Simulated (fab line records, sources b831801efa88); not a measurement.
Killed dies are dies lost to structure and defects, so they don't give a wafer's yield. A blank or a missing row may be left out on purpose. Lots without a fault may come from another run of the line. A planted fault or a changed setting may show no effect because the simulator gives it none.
Tool commonality check | flow gf180mcu | 15 lots, 45 wafers sampled

WHY IT WAS OPENED
At GF_M1_THK_MEAS_06 the reading M1_ALCU_THK is flagged on 3 of 15 lots. Wafers without a fault read 450 nm, standard deviation 5.3.
Rule: a lot is flagged when every wafer of it that has a number lies more than 4 standard deviations from that mean, or none has a number. The other lots count as sound.

lot  | measured     | on            | M1_ALCU_THK (nm), wafer by wafer | flag
L666 | day 16 12:50 | film_metro-02 | 454 457 453                      |
L669 | day 17 08:44 | film_metro-04 | 454 446 458                      |
L671 | day 18 08:40 | film_metro-02 | 451 456 451                      |
L672 | day 18 13:38 | film_metro-03 | 447 448 446                      |
L673 | day 18 14:19 | film_metro-03 | 443 457 450                      |
L674 | day 19 03:50 | film_metro-03 | 496 507 493                      | FLAGGED
L675 | day 19 10:24 | film_metro-02 | 504 499 511                      | FLAGGED
L676 | day 19 20:47 | film_metro-04 | 502 502 497                      | FLAGGED
L677 | day 20 09:51 | film_metro-03 | 454 461 451                      |
L681 | day 21 15:19 | film_metro-03 | 445 448 448                      |
L682 | day 21 22:08 | film_metro-02 | 441 448 441                      |
L683 | day 22 06:11 | film_metro-02 | 449 447 452                      |
L687 | day 23 10:10 | film_metro-03 | 447 441 442                      |
L688 | day 23 19:25 | film_metro-02 | 445 457 453                      |
L689 | day 24 04:58 | film_metro-02 | 455 454 454                      |
The numbers of the flagged lots are 501 nm on average: +51 nm against the usual, or +10 standard deviations.

WHICH TOOL RAN EACH LOT
The record holds 1 process step before the reading, out of a route of 602 steps. In each cell: the tool, then ch and the chambers that the sampled wafers went through, then the start.
lot  | flag    | GF_M1_SPUTTER_04
L666 |         | pvd_sputter-04, day 16 12:40
L669 |         | pvd_sputter-02, day 17 08:34
L671 |         | pvd_sputter-04, day 18 08:29
L672 |         | pvd_sputter-02, day 18 13:29
L673 |         | pvd_sputter-01, day 18 14:08
L674 | FLAGGED | pvd_sputter-02, day 19 03:39
L675 | FLAGGED | pvd_sputter-01, day 19 10:14
L676 | FLAGGED | pvd_sputter-01, day 19 20:37
L677 |         | pvd_sputter-02, day 20 09:41
L681 |         | pvd_sputter-04, day 21 15:09
L682 |         | pvd_sputter-02, day 21 21:58
L683 |         | pvd_sputter-01, day 22 06:01
L687 |         | pvd_sputter-02, day 23 10:00
L688 |         | pvd_sputter-04, day 23 19:16
L689 |         | pvd_sputter-02, day 24 04:49
What these steps do:
- GF_M1_SPUTTER_04: material TiN, target thk 50 nm, time 41.7 s.
- GF_M1_THK_MEAS_06: measures by xrf.

FLAGGED OVER TOTAL, TOOL BY TOOL (the gauges that took the reading come last)
step              | tool           | lots run | flagged | share of the flagged lots | sound lots run after its first flagged lot
GF_M1_SPUTTER_04  | pvd_sputter-01 | 4        | 2       | some                      | 1 (L683)
GF_M1_SPUTTER_04  | pvd_sputter-02 | 7        | 1       | some                      | 4 (L677,L682,L687,L689)
GF_M1_SPUTTER_04  | pvd_sputter-04 | 4        | 0       | none                      | -
GF_M1_THK_MEAS_06 | film_metro-02  | 7        | 1       | some                      | 4 (L682,L683,L688,L689)
GF_M1_THK_MEAS_06 | film_metro-03  | 6        | 1       | some                      | 3 (L677,L681,L687)
GF_M1_THK_MEAS_06 | film_metro-04  | 2        | 1       | some                      | 0

WHAT THE TABLE ALLOWS
No row of the table ran every flagged lot.

WHAT THE SIMULATOR HAD PUT IN
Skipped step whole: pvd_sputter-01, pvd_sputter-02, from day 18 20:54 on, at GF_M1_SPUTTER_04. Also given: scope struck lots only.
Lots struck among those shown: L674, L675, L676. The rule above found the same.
